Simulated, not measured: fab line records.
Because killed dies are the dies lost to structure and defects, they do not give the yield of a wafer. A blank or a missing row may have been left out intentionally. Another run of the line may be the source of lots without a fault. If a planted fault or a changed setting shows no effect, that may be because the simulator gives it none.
Split-lot trial + flow sky130 + 23 wafers read from 5 lots, route of 708 steps

## THE SPLIT
At SKY_LDD_P_IMPLANT_09, the setting energy kev was moved away from the recipe's 25 on 5 of the 23 wafers read, by +3.1% to +4.0%. All remaining wafers had this setting at the recipe value.

## FROM THE SPLIT ON TO THE READING: in between, the file shows 1 step
- SKY_LDD_P_STRIP_10: strips in O2/N2

## THE READING
LDD_P_TW, at SKY_LDD_P_TW_MEAS_11. Fault-free wafers of this fab line usually give 631, standard deviation 3.1.

| wafer  | tool, chamber at the split | energy kev as run | against the recipe | LDD_P_TW | against lot-mates on the recipe |
|--------|----------------------------|-------------------|--------------------|----------|---------------------------------|
| L074.1 | implanter-03, 0            | 25                | recipe             | 626      | -                               |
| L074.2 | implanter-03, 0            | 25                | recipe             | 631      | -                               |
| L074.3 | implanter-03, 0            | 25                | recipe             | 632      | -                               |
| L074.4 | implanter-03, 0            | 25                | recipe             | 628      | -                               |
| L074.5 | implanter-03, 0            | 25                | recipe             | 630      | -                               |
| L075.1 | implanter-01, 0            | 25                | recipe             | 631      | -                               |
| L075.4 | implanter-01, 0            | 25                | recipe             | 631      | -                               |
| L075.5 | implanter-01, 0            | 25                | recipe             | 632      | -                               |
| L077.1 | implanter-03, 0            | 25                | recipe             | 635      | -                               |
| L077.2 | implanter-03, 0            | 25.78             | +3.1%              | 644      | +8                              |
| L077.4 | implanter-03, 0            | 25                | recipe             | 638      | -                               |
| L077.5 | implanter-03, 0            | 25.78             | +3.1%              | 642      | +6                              |
| L077.6 | implanter-03, 0            | 25.78             | +3.1%              | 645      | +8                              |
| L080.2 | implanter-03, 0            | 25                | recipe             | 627      | -                               |
| L080.3 | implanter-03, 0            | 25                | recipe             | 627      | -                               |
| L080.4 | implanter-03, 0            | 25                | recipe             | 630      | -                               |
| L080.5 | implanter-03, 0            | 25                | recipe             | 629      | -                               |
| L080.6 | implanter-03, 0            | 25                | recipe             | 630      | -                               |
| L084.1 | implanter-03, 0            | 25.99             | +4.0%              | 639      | +9                              |
| L084.2 | implanter-03, 0            | 25                | recipe             | 633      | -                               |
| L084.3 | implanter-03, 0            | 25                | recipe             | 628      | -                               |
| L084.5 | implanter-03, 0            | 25.99             | +4.0%              | 640      | +10                             |
| L084.6 | implanter-03, 0            | 25                | recipe             | 630      | -                               |

FIT RESULTS
A straight line over all 23 wafers: LDD_P_TW changes by +3.2 for each +1% of energy kev; r = +0.84; the points scatter about the line by 3.2.
The same after taking each lot's own level away (the mean of its wafers on the recipe; 23 wafers): +2.31 for each +1%; r = +0.91; scatter 1.6.
Per that fit: largest energy kev move, reading shift of 9.1.
The lots' own levels span 628.6 to 636.5, that is 2.5 times the standard deviation above.
Hence the slope depends on the lot-to-lot level, as the two fits are not the same.
Check: with one of the wafers moved furthest among these (+4.0%) left out of the fit, the line predicts +9.3 for it against its lot-mates. It came out at +8.67 against them.

## FURTHER SPLITS ON THESE WAFERS
Note: prior to the reading, these wafers also went through further splits. Each is held against what the fit with the lots' levels taken away leaves over:
| other split on the same wafers       | wafers away from the commonest value | r with LDD_P_TW (lot level and that fit taken away) |
|--------------------------------------|--------------------------------------|-----------------------------------------------------|
| SKY_GATE_OXIDE_IMPLANT_11 energy kev | 2                                    | -0.18                                               |
| SKY_POLY_GATE_EXPOSE_10 dose mj      | 9                                    | +0.30                                               |
| SKY_POLY_GATE_ETCH_15 source w       | 8                                    | +0.04                                               |
| SKY_LDD_N_IMPLANT_08 energy kev      | 5                                    | -0.35                                               |
| SKY_LDD_P_EXPOSE_04 dose mj          | 8                                    | -0.06                                               |

## THE WHOLE CHAIN: every reading that the file lists as answering this split, in the file's order
| step                 | what it does | reading                                                         | change (the file's fit)              | r (the file's) |
|----------------------|--------------|-----------------------------------------------------------------|--------------------------------------|----------------|
| SKY_LDD_P_IMPLANT_09 |              | implant.drp nm (the simulator's own value, which no gauge read) | +0.08 nm for each +1% of the setting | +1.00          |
| SKY_LDD_P_TW_MEAS_11 |              | LDD_P_TW                                                        | +2.34 for each +1% of the setting    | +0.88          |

## THE FILE'S OWN FIT
LDD_P_TW changes by +2.34 for each +1% of energy kev, r = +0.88.
